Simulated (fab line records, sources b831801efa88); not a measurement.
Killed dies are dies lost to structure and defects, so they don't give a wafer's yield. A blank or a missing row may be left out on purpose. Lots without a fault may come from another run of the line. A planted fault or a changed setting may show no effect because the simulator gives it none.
fab line records | flow sky130
record lots=5 wafers=15 last_day=51
route steps=708 shown METAL5@665 PASSIVATION@681 PAD_OPEN@694
lots that met no fault: from a run of the same line without faults
start_h: hours from the record's first day to the start of the lot's first wafer shown | wait_h: hours since the lot's step before | " the same as in the row above | L1.1+2: a row that stands for several wafers | - no value, or no start given | * or withheld: withheld | < > ~ a bound
route shown NAME@n: a module of which the file shows steps, and the number in the route of the first | usual: mean/standard deviation of fault-free wafers | same: alike in all rows | chamber/n: place in a boat | sites: the reading at each site | _std_site: their standard deviation | _edge_site: outer sites' mean less inner sites' | radius_mm: how far each site lies from the wafer's centre | mask NAME#n: copy n | behind: the tool/chamber that last shaped the wafer | hold: why the lot was held/for how many hours/how that ended | device: the transistor (n, p or np) that didn't switch | end of line: the same wafers' tests at the end of the route | a step without rows: its recipe alone | killed: dies lost to structure and defects at the first sort, not the wafer's yield | map: a wafer's dies, x killed, . not, _ none there
set.NAME: the setting as run; set.NAME@STEP: as run at that earlier step | model.NAME: the simulator's own value behind a step, which no gauge read
lots at some steps of the route; a table a step, a row a wafer
services: from which hour (start_h, from the record's first day; less than 0 if before it) a tool's chamber was out of use, for how many hours, and why
## steps
# step SKY_METAL5_SPUTTER_04
# recipe material=TiN target_thk_nm=70 power_w=6500 time_s=58.3 chamber_pressure_pa=0.4
# usual throttle_valve_pct=29.8/1.4
# columns lot.wafer tool chamber start_h wait_h throttle_valve_pct
L074.1 pvd_sputter-01 - 1034.57 0.0 27.9
L074.3 " - " " 30.8
L074.4 " - " " 30.3
L084.1 pvd_sputter-01 - 1096.31 0.0 30.7
L084.2 " - " " 30.8
L084.6 " - " " 30.1
L089.3 pvd_sputter-01 - 1126.30 0.0 30.3
L089.5 " - " " 30.6
L089.6 " - " " 30.1
L090.4 pvd_sputter-01 - 1130.98 0.0 28.3
L090.5 " - " " 30.4
L090.6 " - " " 28.3
L097.2 pvd_sputter-01 - 1167.10 0.0 28.2
L097.4 " - " " 29.9
L097.6 " - " " 28.3
# step SKY_METAL5_RS_MEAS_05
# recipe thk_meas_gauge=four-point-probe reads=TiN_of_METAL5_SPUTTER_04+Ti_of_METAL5_SPUTTER_03+AlCu_of_METAL5_SPUTTER_02+TiN_of_METAL5_SPUTTER_01+Ti_of_METAL5_SPUTTER_00
# usual METAL5_ALCU_RS=0.02698/0.0003
# columns lot.wafer tool chamber start_h wait_h METAL5_ALCU_RS[ohm/sq]
L074.1 film_metro-04 - 1034.72 0.1 0.02718
L074.3 " - " " 0.02728
L074.4 " - " " 0.02715
L084.1 film_metro-02 - 1096.42 0.1 0.02728
L084.2 " - " " 0.02716
L084.6 " - " " 0.0269
L089.3 film_metro-04 - 1126.39 0.1 0.02673
L089.5 " - " " 0.02664
L089.6 " - " " 0.0269
L090.4 film_metro-04 - 1131.20 0.2 0.027
L090.5 " - " " 0.02683
L090.6 " - " " 0.02693
L097.2 film_metro-01 - 1167.18 0.0 0.0264
L097.4 " - " " 0.02645
L097.6 " - " " 0.02646
# step SKY_METAL5_THK_MEAS_06
# recipe thk_meas_gauge=xrf reads=AlCu_of_METAL5_SPUTTER_02
# usual METAL5_ALCU_THK=1155/14
# columns lot.wafer tool chamber start_h wait_h METAL5_ALCU_THK[nm]
L074.1 film_metro-04 - 1034.84 0.1 1149
L074.3 " - " " 1149
L074.4 " - " " 1148
L084.1 film_metro-02 - 1096.54 0.1 1146
L084.2 " - " " 1145
L084.6 " - " " 1158
L089.3 film_metro-04 - 1126.49 0.1 1161
L089.5 " - " " 1169
L089.6 " - " " 1159
L090.4 film_metro-04 - 1131.29 0.1 1155
L090.5 " - " " 1152
L090.6 " - " " 1154
L097.2 film_metro-01 - 1167.29 0.1 1187
L097.4 " - " " 1180
L097.6 " - " " 1189
# step SKY_METAL5_DEHYDRATE_07
# recipe temp_c=200 time_s=60
# usual heater_power_total_W=160.38/0.12
# columns lot.wafer tool chamber start_h wait_h heater_power_total_W
L074.1 litho_track-01 0 1045.51 10.7 160.25
L074.3 " 0 " " 160.33
L074.4 " 0 " " 160.50
L084.1 litho_track-01 0 1106.11 9.6 160.31
L084.2 " 0 " " 160.25
L084.6 " 0 " " 160.65
L089.3 litho_track-03 0 1135.34 8.8 160.20
L089.5 " 0 " " 160.34
L089.6 " 0 " " 160.22
L090.4 litho_track-03 0 1140.47 9.2 160.39
L090.5 " 0 " " 160.38
L090.6 " 0 " " 160.34
L097.2 litho_track-02 0 1175.33 8.0 160.57
L097.4 " 0 " " 160.16
L097.6 " 0 " " 160.34
# step SKY_METAL5_HMDS_08
# recipe prime_time_s=60 prime_temp_c=120
# columns lot.wafer tool chamber start_h wait_h
L074.1+3+4 litho_track-01 0 1045.66 0.1
L084.1+2+6 litho_track-01 0 1106.26 0.1
L089.3+5+6 litho_track-03 0 1135.49 0.1
L090.4+5+6 litho_track-03 0 1140.62 0.1
L097.2+4+6 litho_track-02 0 1175.48 0.1
# step SKY_METAL5_COAT_09
# recipe resist=NOVOLAK spin_rpm=3000 resist_thk_nm=1800
# usual dispense_pressure_kPa=51/3.1
# columns lot.wafer tool chamber start_h wait_h dispense_pressure_kPa
L074.1 litho_track-01 0 1045.81 0.1 49
L074.3 " 0 " " 49
L074.4 " 0 " " 49
L084.1 litho_track-01 0 1106.41 0.1 49
L084.2 " 0 " " 49
L084.6 " 0 " " 49
L089.3 litho_track-03 0 1135.64 0.1 49
L089.5 " 0 " " 49
L089.6 " 0 " " 49
L090.4 litho_track-03 0 1140.77 0.1 49
L090.5 " 0 " " 49
L090.6 " 0 " " 49
L097.2 litho_track-02 0 1175.63 0.1 56
L097.4 " 0 " " 56
L097.6 " 0 " " 56
# step SKY_METAL5_SOFTBAKE_10
# recipe temp_c=90 time_s=60 resist=NOVOLAK
# usual heater_power_total_W=56.59/0.041
# columns lot.wafer tool chamber start_h wait_h heater_power_total_W
L074.1 litho_track-01 0 1045.96 0.1 56.56
L074.3 " 0 " " 56.61
L074.4 " 0 " " 56.62
L084.1 litho_track-01 0 1106.56 0.1 56.58
L084.2 " 0 " " 56.63
L084.6 " 0 " " 56.56
L089.3 litho_track-03 0 1135.79 0.1 56.57
L089.5 " 0 " " 56.66
L089.6 " 0 " " 56.54
L090.4 litho_track-03 0 1140.92 0.1 56.61
L090.5 " 0 " " 56.51
L090.6 " 0 " " 56.61
L097.2 litho_track-02 0 1175.78 0.1 56.60
L097.4 " 0 " " 56.63
L097.6 " 0 " " 56.54
# step SKY_METAL5_EXPOSE_11
# recipe mask_id=MM5 na=0.6 source_shape=conventional sigma_outer=0.6 polarization=unpolarized target_cd_nm=1600 dose_mj=190
# same na=0.6
# columns lot.wafer tool chamber start_h wait_h mask
L074.1+3+4 iline_stepper-01 0 - - MM5#0
L084.1+2+6 iline_stepper-01 0 - - MM5#0
L089.3+5+6 iline_stepper-02 0 - - MM5#0
L090.4+5+6 iline_stepper-01 0 - - MM5#0
L097.2+4+6 iline_stepper-02 0 - - MM5#0
# step SKY_METAL5_PEB_12
# recipe temp_c=withheld time_s=* resist=NOVOLAK
# columns lot.wafer tool chamber start_h wait_h
L074.1+3+4 litho_track-02 0 - -
L084.1+2+6 litho_track-03 0 - -
L089.3+5+6 litho_track-01 0 - -
L090.4+5+6 litho_track-03 0 - -
L097.2+4+6 litho_track-01 0 - -
# step SKY_METAL5_DEVELOP_13
# recipe resist=NOVOLAK developer=TMAH develop_time_s=60 dev_temp_c=23
# columns lot.wafer tool chamber start_h wait_h
L074.1+3+4 litho_track-02 0 1057.16 0.1
L084.1+2+6 litho_track-03 0 1116.49 0.1
L089.3+5+6 litho_track-01 0 1145.26 0.1
L090.4+5+6 litho_track-03 0 1150.77 0.1
L097.2+4+6 litho_track-01 0 1184.44 0.1
# step SKY_METAL5_DESCUM_14
# recipe chemistry=O2 source_power_w=150 bias_power_w=0 pressure_mtorr=10 temp_c=40 time_s=11
# usual drypump_motor_current_A=5.94/0.26 oes_product_au=1.004/0.007
# columns lot.wafer tool chamber start_h wait_h drypump_motor_current_A oes_product_au rf_hours_counter_h
L074.1 rie_metal-03 0 1057.31 0.1 6.22 1.008 11
L074.3 " 0 " " 6.21 1.000 -
L074.4 " 1 " " 5.64 1.010 -
L084.1 rie_metal-03 1 1116.64 0.1 5.62 1.004 25
L084.2 " 0 " " 6.27 0.991 15
L084.6 " 1 " " 5.64 1.010 -
L089.3 rie_metal-02 0 1145.37 0.1 5.81 0.997 -
L089.5 " 0 " " 5.85 1.009 -
L089.6 " 1 " " 6.04 1.000 -
L090.4 rie_metal-03 0 1150.85 0.1 6.21 1.007 -
L090.5 " 0 " " 6.19 1.011 -
L090.6 " 1 " " 5.65 1.005 -
L097.2 rie_metal-03 0 1184.56 0.1 6.21 1.002 23
L097.4 " 1 " " 5.63 1.014 -
L097.6 " 0 " " 6.20 1.001 -
# step SKY_METAL5_METAL_ETCH_15
# recipe target_depth_a=12600 stop_on=SiO2 over_etch_frac=0.2 time_s=252 chemistry=Cl2/BCl3 resist_sidewall_deg=86 pressure_mtorr=10 icp_w=900 bias_w=48.5 Cl2_flow_sccm=60 bcl3_flow_sccm=30
# usual drypump_motor_current_A=5.94/0.26 oes_product_au=0.894/0.0049 throttle_valve_pct=22.264/0.0096
# columns lot.wafer tool chamber start_h wait_h drypump_motor_current_A oes_product_au rf_hours_counter_h throttle_valve_pct
L074.1 rie_metal-03 0 1057.34 0.0 6.18 0.897 11 22.265
L074.3 " 0 " " 6.19 0.893 - 22.270
L074.4 " 1 " " 5.64 0.895 - 22.255
L084.1 rie_metal-03 1 1116.68 0.0 5.62 0.885 25 22.269
L084.2 " 0 " " 6.24 0.887 15 22.270
L084.6 " 1 " " 5.63 0.898 - 22.272
L089.3 rie_metal-02 0 1145.48 0.1 5.86 0.899 - 22.267
L089.5 " 0 " " 5.89 0.892 - 22.266
L089.6 " 1 " " 6.04 0.897 - 22.261
L090.4 rie_metal-03 0 1150.96 0.1 6.22 0.893 - 22.271
L090.5 " 0 " " 6.21 0.896 - 22.260
L090.6 " 1 " " 5.64 0.892 - 22.268
L097.2 rie_metal-03 0 1184.60 0.0 6.24 0.890 23 22.269
L097.4 " 1 " " 5.66 0.888 - 22.265
L097.6 " 0 " " 6.22 0.889 - 22.263
# step SKY_METAL5_STRIP_16
# recipe chemistry=O2/N2 power_w=1400 pressure_mtorr=1500 platen_temp_c=withheld o2_flow_sccm=3000 n2_flow_sccm=300 overash_fraction=0.5
# usual drypump_motor_current_A=5.8/0.4 n2_flow_sccm=300.0/0.82 oes_product_au=0.710/0.0045 strip_time_to_endpoint_s=13.01/0.1
# columns lot.wafer tool chamber start_h wait_h drypump_motor_current_A n2_flow_sccm oes_product_au rf_hours_counter_h strip_time_to_endpoint_s
L074.1 plasma_asher-02 0 1057.58 0.2 5.9 300.1 0.712 94 13.15
L074.3 " 0 " " 5.9 301.0 0.704 - 13.12
L074.4 " 1 " " 6.1 301.0 0.708 - 12.99
L084.1 plasma_asher-01 0 1116.91 0.2 6.0 300.5 0.706 36 12.92
L084.2 " 1 " " 5.1 300.5 0.711 36 12.96
L084.6 " 1 " " 5.1 301.6 0.707 - 12.90
L089.3 plasma_asher-04 0 1145.67 0.1 5.3 299.7 0.712 - 12.91
L089.5 " 1 " " 6.1 298.8 0.716 - 12.85
L089.6 " 0 " " 5.3 298.4 0.711 - 12.79
L090.4 plasma_asher-02 0 1151.15 0.1 6.0 299.1 0.716 - 13.00
L090.5 " 1 " " 6.2 300.2 0.706 - 13.12
L090.6 " 0 " " 6.0 298.1 0.710 - 12.90
L097.2 plasma_asher-01 0 1184.83 0.2 6.0 300.4 0.714 43 13.17
L097.4 " 1 " " 5.1 300.1 0.706 - 13.10
L097.6 " 0 " " 6.0 298.5 0.709 - 13.10
# step SKY_METAL5_STRIP_17
# recipe chemistry=post_etch_residue_remover time_s=1200 temp_c=72.5
# columns lot.wafer tool chamber start_h wait_h
L074.1+3+4 wet_bench-01 3 1057.68 0.1
L084.1+2+6 wet_bench-01 3 1117.01 0.1
L089.3+5+6 wet_bench-02 0 1145.73 0.0
L090.4+5+6 wet_bench-02 0 1151.21 0.0
L097.2+4+6 wet_bench-01 1 1184.93 0.1
# step SKY_METAL5_CLEAN_18
# recipe chemistry=IPA time_s=180 temp_c=25
# columns lot.wafer tool chamber start_h wait_h
L074.1+3+4 wet_bench-02 1 1058.05 0.0
L084.1+2+6 wet_bench-02 1 1117.35 0.0
L089.3+5+6 wet_bench-02 2 1146.07 0.0
L090.4+5+6 wet_bench-01 1 1151.66 0.1
L097.2+4+6 wet_bench-04 0 1185.27 0.0
# step SKY_METAL5_CLEAN_19
# recipe chemistry=O3/DIW dry=n2_spin
# columns lot.wafer tool chamber start_h wait_h
L074.1+3+4 wet_bench-04 3 1058.11 0.0
L084.1+2+6 wet_bench-04 0 1117.42 0.0
L089.3+5+6 wet_bench-02 1 1146.13 0.0
L090.4+5+6 wet_bench-02 2 1151.90 0.1
L097.2+4+6 wet_bench-02 2 1185.33 0.0
# step SKY_PASSIVATION_CVD_00
# recipe material=SiO2 target_thk_nm=90 temp_c=400 time_s=withheld rf_w=600
# usual heater_power_w=632/93
# columns lot.wafer tool chamber start_h wait_h heater_power_w
L074.1 pecvd-04 0 1058.20 0.0 775
L074.3 " 1 " " 551
L074.4 " 2 " " 581
L084.1 pecvd-03 1 1117.51 0.0 663
L084.2 " 2 " " 488
L084.6 " 1 " " 665
L089.3 pecvd-03 1 1146.23 0.0 561
L089.5 " 1 " " 590
L089.6 " 2 " " 466
L090.4 pecvd-02 0 1152.00 0.0 723
L090.5 " 1 " " 544
L090.6 " 2 " " 714
L097.2 pecvd-03 1 1185.42 0.0 682
L097.4 " 0 " " 577
L097.6 " 1 " " 541
# step SKY_PASSIVATION_THK_MEAS_01
# recipe reads=SiO2_of_PASSIVATION_CVD_00
# usual PASSIVATION_CVD_00_THK=89.9/1.3
# columns lot.wafer tool chamber start_h wait_h PASSIVATION_CVD_00_THK[nm]
L074.1 film_metro-03 - 1058.22 - 88.8
L074.3 " - " " 88.7
L074.4 " - " " 89.4
L084.1 film_metro-03 - 1117.54 - 87.4
L084.2 " - " " 87.9
L084.6 " - " " 89.9
L089.3 film_metro-01 - 1146.28 - 91.6
L089.5 " - " " 90.7
L089.6 " - " " 90.4
L090.4 film_metro-03 - 1152.04 - 92.7
L090.5 " - " " 92.4
L090.6 " - " " 92.7
L097.2 film_metro-03 - 1185.46 - 89.2
L097.4 " - " " 90.4
L097.6 " - " " 90.3
# step SKY_PASSIVATION_CVD_02
# recipe material=Si3N4 target_thk_nm=540 temp_c=400 time_s=withheld rf_w=450
# usual heater_power_w=667/100
# columns lot.wafer tool chamber start_h wait_h heater_power_w
L074.1 pecvd-03 0 1058.28 0.1 733
L074.3 " 2 " " 574
L074.4 " 1 " " 690
L084.1 pecvd-02 1 1117.60 0.1 624
L084.2 " 0 " " 760
L084.6 " 0 " " 624
L089.3 pecvd-02 0 1146.32 0.0 678
L089.5 " 0 " " 693
L089.6 " 2 " " 808
L090.4 pecvd-03 1 1152.18 0.1 600
L090.5 " 2 " " 528
L090.6 " 1 " " 649
L097.2 pecvd-04 1 1185.51 0.0 709
L097.4 " 1 " " 718
L097.6 " 2 " " 697
# step SKY_PASSIVATION_THK_MEAS_03
# recipe reads=Si3N4_of_PASSIVATION_CVD_02
# usual PASSIVATION_CVD_02_THK=541/6.3
# columns lot.wafer tool chamber start_h wait_h PASSIVATION_CVD_02_THK[nm]
L074.1 film_metro-03 - 1058.51 - 537
L074.3 " - " " 535
L074.4 " - " " 547
L084.1 film_metro-03 - 1117.83 - 534
L084.2 " - " " 546
L084.6 " - " " 548
L089.3 film_metro-01 - 1146.56 - 536
L089.5 " - " " 549
L089.6 " - " " 544
L090.4 film_metro-03 - 1152.44 - 543
L090.5 " - " " 536
L090.6 " - " " 540
L097.2 film_metro-01 - 1185.85 - 533
L097.4 " - " " 540
L097.6 " - " " 542
# step SKY_PASSIVATION_DEHYDRATE_04
# recipe temp_c=200 time_s=60
# usual heater_power_total_W=160.36/0.13
# columns lot.wafer tool chamber start_h wait_h heater_power_total_W
L074.1 litho_track-03 0 1069.29 10.8 160.33
L074.3 " 0 " " 160.33
L074.4 " 0 " " 160.16
L084.1 litho_track-02 0 1127.41 9.6 160.16
L084.2 " 0 " " 160.54
L084.6 " 0 " " 160.15
L089.3 litho_track-03 0 1155.09 8.5 160.53
L089.5 " 0 " " 160.32
L089.6 " 0 " " 160.37
L090.4 litho_track-04 0 1160.80 8.3 160.55
L090.5 " 0 " " 160.26
L090.6 " 0 " " 160.36
L097.2 litho_track-03 0 1193.47 7.6 160.15
L097.4 " 0 " " 160.39
L097.6 " 0 " " 160.53
# step SKY_PASSIVATION_HMDS_05
# recipe prime_time_s=60 prime_temp_c=120
# columns lot.wafer tool chamber start_h wait_h
L074.1+3+4 litho_track-03 0 1069.44 0.1
L084.1+2+6 litho_track-02 0 1127.56 0.1
L089.3+5+6 litho_track-03 0 1155.24 0.1
L090.4+5+6 litho_track-04 0 1160.95 0.1
L097.2+4+6 litho_track-03 0 1193.62 0.1
# step SKY_PASSIVATION_COAT_06
# recipe spin_rpm=2000 resist_thk_nm=3000
# usual dispense_pressure_kPa=50/3.2
# columns lot.wafer tool chamber start_h wait_h dispense_pressure_kPa
L074.1 litho_track-03 0 1069.59 0.1 49
L074.3 " 0 " " 49
L074.4 " 0 " " 49
L084.1 litho_track-02 0 1127.71 0.1 56
L084.2 " 0 " " 56
L084.6 " 0 " " 56
L089.3 litho_track-03 0 1155.39 0.1 49
L089.5 " 0 " " 49
L089.6 " 0 " " 49
L090.4 litho_track-04 0 1161.10 0.1 47
L090.5 " 0 " " 47
L090.6 " 0 " " 47
L097.2 litho_track-03 0 1193.77 0.1 49
L097.4 " 0 " " 49
L097.6 " 0 " " 49
# step SKY_PASSIVATION_SOFTBAKE_07
# recipe temp_c=110 time_s=withheld
# usual heater_power_total_W=65.31/0.14
# columns lot.wafer tool chamber start_h wait_h heater_power_total_W
L074.1 litho_track-03 0 1069.74 0.1 65.14
L074.3 " 0 " " 65.48
L074.4 " 0 " " 65.11
L084.1 litho_track-02 0 1127.86 0.1 65.62
L084.2 " 0 " " 65.35
L084.6 " 0 " " 65.25
L089.3 litho_track-03 0 1155.56 0.1 65.12
L089.5 " 0 " " 65.53
L089.6 " 0 " " 65.34
L090.4 litho_track-04 0 1161.27 0.1 65.24
L090.5 " 0 " " 65.24
L090.6 " 0 " " 65.56
L097.2 litho_track-03 0 1193.93 0.1 65.41
L097.4 " 0 " " 65.30
L097.6 " 0 " " 65.48
# step SKY_PASSIVATION_EXPOSE_08
# recipe mask_id=NSM target_cd_nm=3000 na=0.57 dose_mj=260
# same na=0.57
# columns lot.wafer tool chamber start_h wait_h mask
L074.1+3+4 iline_stepper-01 0 - - NSM#0
L084.1+2+6 iline_stepper-01 0 - - NSM#0
L089.3+5+6 iline_stepper-02 0 - - NSM#0
L090.4+5+6 iline_stepper-02 0 - - NSM#0
L097.2+4+6 iline_stepper-01 0 - - NSM#0
# step SKY_PASSIVATION_PEB_09
# recipe temp_c=115 time_s=withheld
# usual heater_power_total_W=69.32/0.13
# columns lot.wafer tool chamber start_h wait_h heater_power_total_W
L074.1 litho_track-04 0 - - 69.43
L074.3 " 0 " " 69.41
L074.4 " 0 " " 69.46
L084.1 litho_track-04 0 - - 69.45
L084.2 " 0 " " 69.46
L084.6 " 0 " " 69.27
L089.3 litho_track-02 0 - - 69.44
L089.5 " 0 " " 69.26
L089.6 " 0 " " 69.28
L090.4 litho_track-02 0 - - 69.49
L090.5 " 0 " " 69.31
L090.6 " 0 " " 69.30
L097.2 litho_track-02 0 - - 69.39
L097.4 " 0 " " 69.25
L097.6 " 0 " " 69.16
# step SKY_PASSIVATION_DEVELOP_10
# recipe develop_time_s=60 dev_temp_c=23
# columns lot.wafer tool chamber start_h wait_h
L074.1+3+4 litho_track-04 0 - -
L084.1+2+6 litho_track-04 0 - -
L089.3+5+6 litho_track-02 0 - -
L090.4+5+6 litho_track-02 0 - -
L097.2+4+6 litho_track-02 0 - -
# step SKY_PASSIVATION_ETCH_11
# recipe chemistry=CF4/O2 target_depth_nm=725 stop_on=AlCu source_w=800 bias_w=150 pressure_mtorr=150 cf4_flow_sccm=80 O2_flow_sccm=10 time_s=161.1
# usual drypump_motor_current_A=6.0/0.59 oes_product_au=0.978/0.0064 throttle_valve_pct=5.965/0.0099
# columns lot.wafer tool chamber start_h wait_h drypump_motor_current_A oes_product_au rf_hours_counter_h throttle_valve_pct
L074.1 rie_diel-04 2 1081.37 - 6.5 0.975 25 5.955
L074.3 " 1 " " 6.0 0.978 17 5.949
L074.4 " 0 " " 4.9 0.985 14 5.959
L084.1 rie_diel-04 2 1137.62 - 6.5 0.968 27 5.964
L084.2 " 1 " " 6.0 0.982 19 5.981
L084.6 " 3 " " 6.7 0.986 - 5.970
L089.3 rie_diel-04 1 1165.51 - 6.0 0.977 20 5.965
L089.5 " 0 " " 4.9 0.986 - 5.973
L089.6 " 3 " " 6.7 0.975 - 5.965
L090.4 rie_diel-03 3 1170.86 - 5.0 0.980 26 5.961
L090.5 " 3 " " 4.9 0.978 - 5.957
L090.6 " 2 " " 5.8 0.983 - 5.959
L097.2 rie_diel-01 0 1202.56 - 5.8 0.969 20 5.960
L097.4 " 3 " " 5.5 0.978 13 5.964
L097.6 " 0 " " 5.8 0.981 - 5.948
# step SKY_PASSIVATION_STRIP_12
# recipe chemistry=O2/N2 power_w=1400 pressure_mtorr=1500 platen_temp_c=withheld overash_fraction=0.7 o2_flow_sccm=3000 n2_flow_sccm=300
# usual drypump_motor_current_A=5.5/0.4 n2_flow_sccm=300.1/1 oes_product_au=0.661/0.0047 strip_time_to_endpoint_s=31.58/0.13
# columns lot.wafer tool chamber start_h wait_h drypump_motor_current_A n2_flow_sccm oes_product_au rf_hours_counter_h strip_time_to_endpoint_s
L074.1 plasma_asher-03 1 1081.48 0.1 5.2 301.1 0.663 68 31.32
L074.3 " 0 " " 5.5 301.3 0.662 - 31.33
L074.4 " 1 " " 5.2 300.1 0.657 - 31.29
L084.1 plasma_asher-03 0 1137.73 0.1 5.4 299.2 0.668 74 31.50
L084.2 " 1 " " 5.2 301.4 0.654 74 31.43
L084.6 " 0 " " 5.4 301.5 0.662 - 31.53
L089.3 plasma_asher-04 1 1165.65 0.1 6.1 299.0 0.664 - 31.52
L089.5 " 0 " " 5.3 300.0 0.657 - 31.71
L089.6 " 1 " " 6.1 299.6 0.668 - 31.73
L090.4 plasma_asher-04 0 1171.00 0.1 5.3 300.8 0.653 - 31.70
L090.5 " 0 " " 5.2 301.4 0.658 - 31.67
L090.6 " 1 " " 6.1 300.7 0.658 - 31.65
L097.2 plasma_asher-04 1 1202.66 0.1 6.1 299.7 0.656 13 31.61
L097.4 " 0 " " 5.3 300.2 0.658 - 31.57
L097.6 " 0 " " 5.3 301.0 0.658 - 31.60
# step SKY_PAD_OPEN_DEHYDRATE_00
# recipe temp_c=200 time_s=60
# usual heater_power_total_W=160.36/0.13
# columns lot.wafer tool chamber start_h wait_h heater_power_total_W
L074.1 litho_track-02 0 1091.76 10.2 160.39
L074.3 " 0 " " 160.21
L074.4 " 0 " " 160.15
L084.1 litho_track-04 0 1147.47 9.7 160.38
L084.2 " 0 " " 160.20
L084.6 " 0 " " 160.14
L089.3 litho_track-01 0 1173.91 8.2 160.62
L089.5 " 0 " " 160.34
L089.6 " 0 " " 160.52
L090.4 litho_track-04 0 1179.05 8.0 160.33
L090.5 " 0 " " 160.39
L090.6 " 0 " " 160.25
L097.2 litho_track-02 0 1210.03 7.3 160.40
L097.4 " 0 " " 160.49
L097.6 " 0 " " 160.31
# step SKY_PAD_OPEN_HMDS_01
# recipe prime_time_s=60 prime_temp_c=120
# columns lot.wafer tool chamber start_h wait_h
L074.1+3+4 litho_track-02 0 1091.91 0.1
L084.1+2+6 litho_track-04 0 1147.62 0.1
L089.3+5+6 litho_track-01 0 1174.06 0.1
L090.4+5+6 litho_track-04 0 1179.20 0.1
L097.2+4+6 litho_track-02 0 1210.18 0.1
# step SKY_PAD_OPEN_COAT_02
# recipe spin_rpm=2000 resist_thk_nm=3000
# usual dispense_pressure_kPa=50/3.7
# columns lot.wafer tool chamber start_h wait_h dispense_pressure_kPa
L074.1 litho_track-02 0 1092.06 0.1 55
L074.3 " 0 " " 55
L074.4 " 0 " " 56
L084.1 litho_track-04 0 1147.77 0.1 47
L084.2 " 0 " " 47
L084.6 " 0 " " 47
L089.3 litho_track-01 0 1174.21 0.1 49
L089.5 " 0 " " 49
L089.6 " 0 " " 49
L090.4 litho_track-04 0 1179.35 0.1 47
L090.5 " 0 " " 47
L090.6 " 0 " " 47
L097.2 litho_track-02 0 1210.33 0.1 56
L097.4 " 0 " " 56
L097.6 " 0 " " 56
# step SKY_PAD_OPEN_SOFTBAKE_03
# recipe temp_c=110 time_s=withheld
# usual heater_power_total_W=65.31/0.13
# columns lot.wafer tool chamber start_h wait_h heater_power_total_W
L074.1 litho_track-02 0 1092.21 0.1 65.45
L074.3 " 0 " " 65.19
L074.4 " 0 " " 65.16
L084.1 litho_track-04 0 1147.92 0.1 65.14
L084.2 " 0 " " 65.09
L084.6 " 0 " " 65.35
L089.3 litho_track-01 0 1174.38 0.1 65.45
L089.5 " 0 " " 65.22
L089.6 " 0 " " 65.16
L090.4 litho_track-04 0 1179.52 0.1 65.28
L090.5 " 0 " " 65.15
L090.6 " 0 " " 65.27
L097.2 litho_track-02 0 1210.49 0.1 65.20
L097.4 " 0 " " 65.30
L097.6 " 0 " " 65.30
# step SKY_PAD_OPEN_EXPOSE_04
# recipe mask_id=PDM target_cd_nm=60000 na=0.57 dose_mj=260
# same na=0.57
# columns lot.wafer tool chamber start_h wait_h mask
L074.1+3+4 iline_stepper-02 0 - - PDM#0
L084.1+2+6 iline_stepper-01 0 - - PDM#0
L089.3+5+6 iline_stepper-02 0 - - PDM#0
L090.4+5+6 iline_stepper-01 0 - - PDM#0
L097.2+4+6 iline_stepper-01 0 - - PDM#0
# step SKY_PAD_OPEN_PEB_05
# recipe temp_c=115 time_s=withheld
# usual heater_power_total_W=69.33/0.13
# columns lot.wafer tool chamber start_h wait_h heater_power_total_W
L074.1 litho_track-04 0 - - 69.23
L074.3 " 0 " " 69.11
L074.4 " 0 " " 69.46
L084.1 litho_track-04 0 - - 69.56
L084.2 " 0 " " 69.20
L084.6 " 0 " " 69.19
L089.3 litho_track-01 0 - - 69.49
L089.5 " 0 " " 69.55
L089.6 " 0 " " 69.40
L090.4 litho_track-01 0 - - 69.38
L090.5 " 0 " " 69.23
L090.6 " 0 " " 69.15
L097.2 litho_track-02 0 - - 69.34
L097.4 " 0 " " 69.21
L097.6 " 0 " " 69.37
# step SKY_PAD_OPEN_DEVELOP_06
# recipe develop_time_s=60 dev_temp_c=23
# columns lot.wafer tool chamber start_h wait_h
L074.1+3+4 litho_track-04 0 - -
L084.1+2+6 litho_track-04 0 - -
L089.3+5+6 litho_track-01 0 - -
L090.4+5+6 litho_track-01 0 - -
L097.2+4+6 litho_track-02 0 - -
# step SKY_PAD_OPEN_ETCH_07
# recipe chemistry=CF4/O2 target_depth_nm=725 stop_on=AlCu source_w=800 bias_w=150 pressure_mtorr=150 cf4_flow_sccm=80 O2_flow_sccm=10 time_s=161.1
# usual drypump_motor_current_A=5.9/0.64 oes_product_au=0.978/0.0063 throttle_valve_pct=5.965/0.0091
# columns lot.wafer tool chamber start_h wait_h drypump_motor_current_A oes_product_au rf_hours_counter_h throttle_valve_pct
L074.1 rie_diel-02 1 1103.12 - 5.5 0.973 16 5.973
L074.3 " 0 " " 6.5 0.968 5 5.976
L074.4 " 2 " " 5.8 0.986 28 5.967
L084.1 rie_diel-02 2 1156.82 - 5.9 0.978 30 5.963
L084.2 " 0 " " 6.5 0.981 7 5.965
L084.6 " 2 " " 5.9 0.985 - 5.980
L089.3 rie_diel-03 2 1182.41 - 5.9 0.971 9 5.970
L089.5 " 0 " " 6.7 0.986 - 5.956
L089.6 " 1 " " 6.2 0.978 - 5.969
L090.4 rie_diel-03 3 1188.47 - 5.0 0.987 - 5.961
L090.5 " 1 " " 6.3 0.971 - 5.964
L090.6 " 3 " " 4.9 0.972 - 5.958
L097.2 rie_diel-04 1 1218.21 - 6.0 0.967 22 5.959
L097.4 " 0 " " 4.8 0.978 19 5.965
L097.6 " 2 " " 6.5 0.976 - 5.950
## services
# columns tool chamber start_h hours kind
rie_diel-03 3 1028.48 1.7 repair
pecvd-02 - 1033.23 0.7 repair
rie_diel-04 0 1036.14 4.3 repair
iline_stepper-02 - 1039.20 1.7 pm
rie_metal-02 1 1045.82 5.2 repair
plasma_asher-04 - 1055.25 9.0 pm
pvd_sputter-01 - 1064.13 2.9 repair
pecvd-03 0 1084.84 74.5 repair
iline_stepper-01 - 1085.60 1.7 pm
pecvd-04 - 1087.52 28.1 pm
iline_stepper-01 - 1088.97 14.7 repair
plasma_asher-01 - 1090.32 3.4 repair
rie_diel-04 0 1100.79 10.7 repair
iline_stepper-01 - 1108.71 1.0 repair
pecvd-04 - 1119.36 0.6 repair
iline_stepper-01 - 1121.71 3.6 repair
rie_diel-02 - 1135.76 0.7 repair
pecvd-03 - 1135.99 1.5 repair
pecvd-03 - 1158.26 2.8 pm
rie_metal-03 0 1158.97 1.2 repair
plasma_asher-04 - 1167.40 2.8 pm
rie_diel-03 0 1184.93 4.5 repair
rie_metal-03 - 1185.10 0.4 repair
rie_diel-03 2 1186.22 6.6 repair
## key
fault none
